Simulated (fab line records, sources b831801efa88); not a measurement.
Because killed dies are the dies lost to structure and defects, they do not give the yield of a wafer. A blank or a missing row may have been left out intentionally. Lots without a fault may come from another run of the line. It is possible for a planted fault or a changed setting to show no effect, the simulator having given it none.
The tool behind it: which one? ; flow sky130 ; 13 lots with 39 wafers sampled at 4 steps, on a route of 708 steps

WHAT THE GAUGES SHOWED, per wafer
SKY_VIA3_THK_MEAS_01. Usual: VIA3_HDPCVD_THK 1633 nm, standard deviation 15.
lot;measured;on;VIA3_HDPCVD_THK (nm);flag
L883;day 38 09:42;film-metro-04;1638 1637 1627;
L884;day 38 18:29;film-metro-03;1615 1631 1608;
L885;day 39 00:56;film-metro-03;1632 1637 1623;
L886;day 39 11:42;film-metro-04;1631 1651 1631;
L887;day 39 09:41;film-metro-04;1610 1611 1618;
L889;day 40 09:59;film-metro-01;1614 1616 1614;
L890;day 40 16:32;film-metro-01;1619 1623 1620;
L891;day 41 05:33;film-metro-01;1638 1662 1638;
L897;day 42 18:35;film-metro-01;1629 1635 1649;
L898;day 43 03:45;film-metro-03;1651 1646 1645;
L899;day 43 05:15;film-metro-01;1618 1617 1638;
L901;day 43 18:32;film-metro-01;1660 1665 1659;
L906;day 44 19:21;film-metro-03;1625 1623 1654;

EACH LOT AND THE TOOL THAT RAN IT (in order: tool; ch and the chambers of the sampled wafers; start)
lot;SKY_FIELD_ISO_WET_ETCH_18;SKY_VIA2_CVD_21;SKY_METAL3_ETCH_17
L883;wet-bench-02 ch 1, day 2 04:07;cvd-w-02 ch 0,1, day 36 03:14;rie-diel-01 ch 0,3, day 38 08:45
L884;wet-bench-01 ch 3, day 2 12:58;cvd-w-02 ch 0,1, day 36 12:14;rie-diel-03 ch 0,3, day 38 17:31
L885;wet-bench-01 ch 0, day 2 18:49;cvd-w-02 ch 0,1, day 36 19:35;rie-diel-02 ch 0,3, day 38 23:55
L886;wet-bench-03 ch 3, day 2 23:53;cvd-w-01 ch 0,1, day 37 05:52;rie-diel-03 ch 1,3, day 39 10:44
L887;wet-bench-03 ch 2, day 3 05:05;cvd-w-02 ch 0,1, day 37 04:29;rie-diel-01 ch 0,1,3, day 39 08:43
L889;wet-bench-01 ch 1, day 3 12:27;cvd-w-02 ch 0,1, day 38 04:10;rie-diel-03 ch 0,3, day 40 08:26
L890;wet-bench-03 ch 2, day 3 17:07;cvd-w-01 ch 0,1, day 38 12:08;rie-diel-01 ch 2,3, day 40 15:31
L891;wet-bench-02 ch 0, day 3 23:05;cvd-w-01 ch 0,1, day 39 02:11;rie-diel-02 ch 1,2,3, day 41 04:35
L897;wet-bench-03 ch 0, day 5 04:49;cvd-w-02 ch 0,1, day 40 16:52;rie-diel-02 ch 0,3, day 42 17:26
L898;wet-bench-01 ch 1, day 5 11:45;cvd-w-02 ch 0,1, day 41 00:59;rie-diel-03 ch 0,1,3, day 43 02:47
L899;wet-bench-02 ch 3, day 5 16:52;cvd-w-01 ch 0,1, day 41 04:52;rie-diel-02 ch 0,3, day 43 04:11
L901;wet-bench-01 ch 1, day 6 03:11;cvd-w-02 ch 0,1, day 41 17:52;rie-diel-02 ch 0,1,3, day 43 17:32
L906;wet-bench-02 ch 2, day 7 09:16;cvd-w-02 ch 0,1, day 42 20:07;rie-diel-03 ch 0,2,3, day 44 18:23
- SKY_FIELD_ISO_WET_ETCH_18: etches Si3N4 in H3PO4, target depth 25 nm, time 286 s.
- SKY_VIA2_CVD_21: deposits W, target thk 420 nm, time 126.4 s.
- SKY_METAL3_ETCH_17: etches SiO2 in C4F8/O2/Ar, stops on TiN, time 3.9 s, target depth 15 nm.

WHAT THE TOOLS THEMSELVES READ (means of the sampled wafers that have a number; where no wafer has one, the mark that the record gives instead)
SKY_FIELD_ISO_WET_ETCH_18. Usual: bath-guard-temp-C 160.1 C, standard deviation 0.39; run-length-s 314 s, standard deviation 3.8.
lot;tool;bath-guard-temp-C (C);run-length-s (s);flag
L883;wet-bench-02;159.8;313;
L884;wet-bench-01;159.9;320;
L885;wet-bench-01;160.3;310;
L886;wet-bench-03;159.7;320;
L887;wet-bench-03;160.0;321;
L889;wet-bench-01;160.3;312;
L890;wet-bench-03;160.4;451;OFF
L891;wet-bench-02;159.7;313;
L897;wet-bench-03;160.5;447;OFF
L898;wet-bench-01;160.4;312;
L899;wet-bench-02;159.8;320;
L901;wet-bench-01;160.3;312;
L906;wet-bench-02;160.4;320;

SKY_VIA2_CVD_21. Usual: heater-power-outer-w 484 W, standard deviation 18; heater-power-w 798 W, standard deviation 54.
lot;tool;heater-power-outer-w (W);heater-power-w (W);flag
L883;cvd-w-02;494;854;
L884;cvd-w-02;500;843;
L885;cvd-w-02;495;843;
L886;cvd-w-01;481;751;
L887;cvd-w-02;498;847;
L889;cvd-w-02;502;867;
L890;cvd-w-01;476;760;
L891;cvd-w-01;486;754;
L897;cvd-w-02;481;843;
L898;cvd-w-02;471;816;
L899;cvd-w-01;476;734;
L901;cvd-w-02;482;839;
L906;cvd-w-02;485;830;

SKY_METAL3_ETCH_17. Usual: oes-product-au at 0.754 a.u., with a standard deviation of 0.0069.
lot;tool;oes-product-au (a.u.);flag
L883;rie-diel-01;0.754;
L884;rie-diel-03;0.748;
L885;rie-diel-02;0.756;
L886;rie-diel-03;0.757;
L887;rie-diel-01;0.753;
L889;rie-diel-03;0.765;
L890;rie-diel-01;0.769;
L891;rie-diel-02;0.753;
L897;rie-diel-02;0.760;
L898;rie-diel-03;0.751;
L899;rie-diel-02;0.755;
L901;rie-diel-02;0.753;
L906;rie-diel-03;0.749;

THE ANSWER, worked out from the rows above alone
Rule: take the mean of a lot's wafers that have a number; if it is more than 3 standard deviations from the usual mean, the lot is off. A lot without any number at a reading at which 4 lots or more have one is off too. Any other lot the step has rows for is counted as sound. First the gauges in route order, then the tools' own readings, where a lot's mean is used as printed above. The first step at which some lot is off is used, and at that step the reading that is off furthest; a lot without a number counts as furthest.
Off: L890, L897 (SKY_FIELD_ISO_WET_ETCH_18, run-length-s).
A tool fits if, at that step or a process step before it, it ran every lot that is off, and no sound lot after the first of them. One candidate fits, namely wet-bench-03 at SKY_FIELD_ISO_WET_ETCH_18. A fault onset in the window from L887 (day 3 05:05, its last sound lot) to L890 (day 3 17:07, its first lot off) fits.
On the lots that are off, the tool's own readings at SKY_FIELD_ISO_WET_ETCH_18 differ by more than 5 times the standard deviation of the sound lots' means, which bears it out; run-length-s reads 449 s there versus 316 s on the sound lots.

WHAT THE SIMULATOR PUT IN
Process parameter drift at SKY_FIELD_ISO_WET_ETCH_18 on wet-bench-03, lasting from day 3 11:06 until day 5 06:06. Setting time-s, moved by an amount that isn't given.
Struck lots among those shown: L890, L897. The rule above reached the same finding.
